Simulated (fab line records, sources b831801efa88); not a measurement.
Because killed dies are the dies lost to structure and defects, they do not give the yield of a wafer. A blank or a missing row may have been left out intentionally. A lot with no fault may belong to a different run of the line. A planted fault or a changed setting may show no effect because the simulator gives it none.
Matching of chambers | flow sky130 | cmp-01 running SKY_LI_CONTACT_CMP_02: 4 sister chambers
The step polishes PSG. 16 wafers are shown with their chamber, then 8 later ones without.

WAFERS, EACH WITH ITS CHAMBER
wafer  | chamber | motor current A (A) | retaining ring pressure frac | time to endpoint s (s)
L543.2 | 1       | 10.4                | 0.997                        | 31.5
L543.3 | 2       | 12.2                | 1.002                        | 31.9
L543.5 | 0       | 12.0                | 1.001                        | 32.4
L546.1 | 3       | 12.7                | 0.998                        | 41.6
L546.3 | 1       | 10.2                | 0.996                        | 40.7
L546.5 | 1       | 10.3                | 1.002                        | 41.3
L554.1 | 2       | 12.5                | 0.995                        | 32.8
L554.3 | 1       | 9.6                 | 0.993                        | 30.4
L554.6 | 1       | 10.8                | 0.996                        | 30.2
L555.1 | 2       | 12.7                | 0.996                        | 30.8
L555.3 | 3       | 11.9                | 0.998                        | 33.6
L555.5 | 3       | 13.1                | 0.994                        | 32.6
L558.1 | 3       | 12.3                | 0.998                        | 33.6
L558.2 | 1       | 10.7                | 0.994                        | 32.8
L558.5 | 3       | 12.6                | 0.999                        | 34.6
L560.1 | 3       | 12.7                | 0.998                        | 27.4

SIGNATURES (averages over the wafers above)
reading                      | chamber 0 | chamber 1 | chamber 2 | chamber 3 | scatter within a chamber
motor current A              | 12.000    | 10.333    | 12.467    | 12.550    | 0.395
retaining ring pressure frac | 1.00100   | 0.99633   | 0.99767   | 0.99750   | 0.00279
time to endpoint s           | 32.400    | 34.483    | 31.833    | 33.900    | 4.45
Rule: for a wafer and a chamber, the distance is found by dividing, reading by reading, the gap between the wafer's reading and the chamber's mean by the reading's scatter, squaring, summing and taking the root. If the next closest chamber is less than 2 further off than the closest, the wafer can't be placed; otherwise it belongs to the closest. The scatter is the square root of a quotient: the sum, over the shown wafers, of each reading's squared deviation from its chamber's mean, divided by wafers minus chambers.

WAFERS WITHOUT THEIR CHAMBER
wafer  | motor current A (A) | retaining ring pressure frac | time to endpoint s (s)
L560.3 | 11.0                | 0.999                        | 25.6
L560.6 | 10.8                | 0.998                        | 29.1
L562.2 | 12.1                | 0.993                        | 29.4
L562.3 | 12.1                | 1.003                        | 28.9
L562.4 | 10.7                | 1.001                        | 28.4
L564.2 | 10.3                | 0.999                        | 29.0
L564.3 | 11.8                | 1.004                        | 29.6
L564.6 | 12.2                | 0.997                        | 30.8

CHAMBER TAKEN BY EACH
wafer  | from the rows above               | in truth
L560.3 | can't be placed: 1 or 0 or 2 or 3 | 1
L560.6 | can't be placed: 1 or 0           | 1
L562.2 | can't be placed: 2 or 3 or 0      | 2
L562.3 | can't be placed: 0 or 2 or 3      | 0
L562.4 | can't be placed: 1 or 0           | 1
L564.2 | 1                                 | 1
L564.3 | can't be placed: 0 or 2 or 3      | 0
L564.6 | can't be placed: 2 or 3 or 0      | 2
1 of 8 placed correctly. From these rows, 7 cannot be placed; in 7 the true chamber is one of the candidates. Placed wrongly: 0.
